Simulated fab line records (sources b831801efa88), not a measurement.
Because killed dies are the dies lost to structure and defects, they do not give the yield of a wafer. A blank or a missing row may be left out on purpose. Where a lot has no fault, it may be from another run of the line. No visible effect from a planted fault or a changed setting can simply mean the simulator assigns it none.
Which tool is to blame? | flow sky130 | 12 lots with 36 wafers sampled at 4 steps, on a route of 708 steps

## WHAT EACH GAUGE READ, for each wafer
SKY_VT_ADJUST_HVTR_OVL_MEAS_08.
lot  | measured     | on         | VT_ADJUST_HVTR_OVL (nm)
L925 | day 9 10:41  | overlay-02 | 2.3 1.5 3.8
L926 | day 9 17:26  | overlay-02 | 1.1 0.7 0.6
L930 | day 11 07:02 | overlay-01 | 3.4 3.2 2.0
L929 | day 11 08:31 | overlay-01 | 0.3 1.1 -0.1
L941 | day 14 11:47 | overlay-02 | 1.9 0.2 -0.3
L942 | day 14 18:37 | overlay-01 | 0.6 -1.0 -0.4
L943 | day 14 20:59 | overlay-02 | 1.4 2.0 2.8
L944 | day 15 08:52 | overlay-02 | 1.7 2.7 4.1
L945 | day 15 14:20 | overlay-02 | 2.2 2.5 2.2
L946 | day 15 18:14 | overlay-02 | 0.6 -0.1 -0.3
L947 | day 16 03:13 | overlay-02 | 0.0 0.0 0.6
L948 | day 16 16:59 | overlay-01 | 3.0 3.7 2.8

SKY_SONOS_ONO_THK_MEAS_05.
lot  | measured     | on            | SONOS_ONO_CVD_04_THK (nm)
L925 | day 11 13:49 | film_metro-01 | 5.96 5.84 5.91
L926 | day 11 22:06 | film_metro-03 | 5.74 5.82 5.89
L930 | day 13 13:23 | film_metro-03 | 5.54 5.51 5.33
L929 | day 13 14:38 | film_metro-03 | 5.39 5.50 5.41
L941 | day 17 01:18 | film_metro-03 | 5.64 5.77 5.68
L942 | day 17 08:44 | film_metro-03 | 5.86 5.76 5.82
L943 | day 17 11:01 | film_metro-03 | 5.91 5.69 5.80
L944 | day 18 00:14 | film_metro-03 | 5.77 5.77 5.75
L945 | day 18 04:55 | film_metro-01 | 5.87 5.76 5.88
L946 | day 18 10:26 | film_metro-01 | 5.78 5.85 5.87
L947 | day 19 23:40 | film_metro-03 | 5.80 5.71 5.70
L948 | day 19 23:41 | film_metro-02 | 5.76 5.79 5.82

SKY_LOCAL_INTERCONNECT_CD_MEAS_11: target cd 170 nm.
lot  | measured     | on        | cd_nm (nm)
L925 | day 30 08:40 | cd_sem-01 | 170.6 171.4 170.7
L926 | day 30 10:06 | cd_sem-02 | 171.0 172.2 172.7
L930 | day 32 01:59 | cd_sem-02 | 167.6 168.2 169.0
L929 | day 32 03:29 | cd_sem-02 | 169.1 170.7 171.3
L941 | day 35 13:58 | cd_sem-02 | 171.5 171.5 170.8
L942 | day 35 15:05 | cd_sem-01 | 168.1 168.8 167.7
L943 | day 35 19:01 | cd_sem-01 | 168.4 169.2 169.1
L944 | day 36 08:51 | cd_sem-01 | 171.1 169.8 169.9
L945 | day 36 09:34 | cd_sem-01 | 167.1 167.6 169.4
L946 | day 36 15:57 | cd_sem-02 | 169.2 169.2 169.2
L947 | day 38 05:54 | cd_sem-01 | 173.2 172.0 171.0
L948 | day 38 06:51 | cd_sem-02 | 170.2 170.9 170.4

## TOOL THAT RAN EACH LOT (tool first, then ch and the chambers of the sampled wafers, then the start)
lot  | SKY_SONOS_ONO_CVD_04
L925 | lpcvd-03 ch 0, day 11 12:25
L926 | lpcvd-03 ch 0, day 11 20:51
L930 | lpcvd-03 ch 0, day 13 12:08
L929 | lpcvd-03 ch 0, day 13 13:23
L941 | lpcvd-03 ch 0, day 17 00:02
L942 | lpcvd-03 ch 1, day 17 07:29
L943 | lpcvd-03 ch 0, day 17 09:45
L944 | lpcvd-03 ch 0, day 17 22:58
L945 | lpcvd-03 ch 1, day 18 03:40
L946 | lpcvd-03 ch 0, day 18 09:11
L947 | lpcvd-03 ch 1, day 19 22:25
L948 | lpcvd-03 ch 1, day 19 22:25
- SKY_SONOS_ONO_CVD_04: deposits SiO2 from SiH4/N2O, target thk 5.7199 nm.

## WHAT THE TOOLS THEMSELVES READ (means of the sampled wafers that have a number; where no wafer has one, the mark that the record gives instead)
SKY_SONOS_ONO_CVD_04.
lot  | tool     | pressure_mtorr (mTorr) | zone_power_top_pct (%)
L925 | lpcvd-03 | 400.2                  | 31.1
L926 | lpcvd-03 | 400.3                  | 31.2
L930 | lpcvd-03 | 399.5                  | 31.5
L929 | lpcvd-03 | 399.6                  | 31.5
L941 | lpcvd-03 | 399.9                  | 31.4
L942 | lpcvd-03 | 399.4                  | 31.4
L943 | lpcvd-03 | 400.6                  | 31.2
L944 | lpcvd-03 | 400.1                  | 31.4
L945 | lpcvd-03 | 400.2                  | 31.1
L946 | lpcvd-03 | 399.4                  | 31.3
L947 | lpcvd-03 | 399.5                  | 31.2
L948 | lpcvd-03 | 400.2                  | 31.5

## THE ANSWER, worked out from the rows above alone
Rule: the usual values come from the lots themselves. Put in order of their means at a reading, lots are off if they are a third of the lots or fewer, leave a main group of 4 or more, and stand apart from it by a gap of 3 or more times the standard deviation of the main group's means; of several such gaps the widest counts. A main group is skipped when, at the precision printed for the reading in the tables above, its means are all equal. Also off: a lot with no number at a reading for which 4 or more lots have one. All remaining lots with rows at the step are treated as sound. The gauges are gone through in route order, then the tools' own readings, and for those a lot's mean is taken as printed above. The first step at which some lot is off is used, and at that step the reading that is off furthest; a lot without a number counts as furthest.
Off: L930, L929, seen at SKY_SONOS_ONO_THK_MEAS_05 (SONOS_ONO_CVD_04_THK). For the main group the mean is 5.80 nm and the standard deviation 0.055.
A tool fits if, at a process step before that reading, it ran every lot that is off, and no sound lot after the first of them. Gauges at SKY_SONOS_ONO_THK_MEAS_05: tried the same way as those tools. Not one of the candidates tried fits.

## WHAT HAD BEEN PUT IN BY THE SIMULATOR
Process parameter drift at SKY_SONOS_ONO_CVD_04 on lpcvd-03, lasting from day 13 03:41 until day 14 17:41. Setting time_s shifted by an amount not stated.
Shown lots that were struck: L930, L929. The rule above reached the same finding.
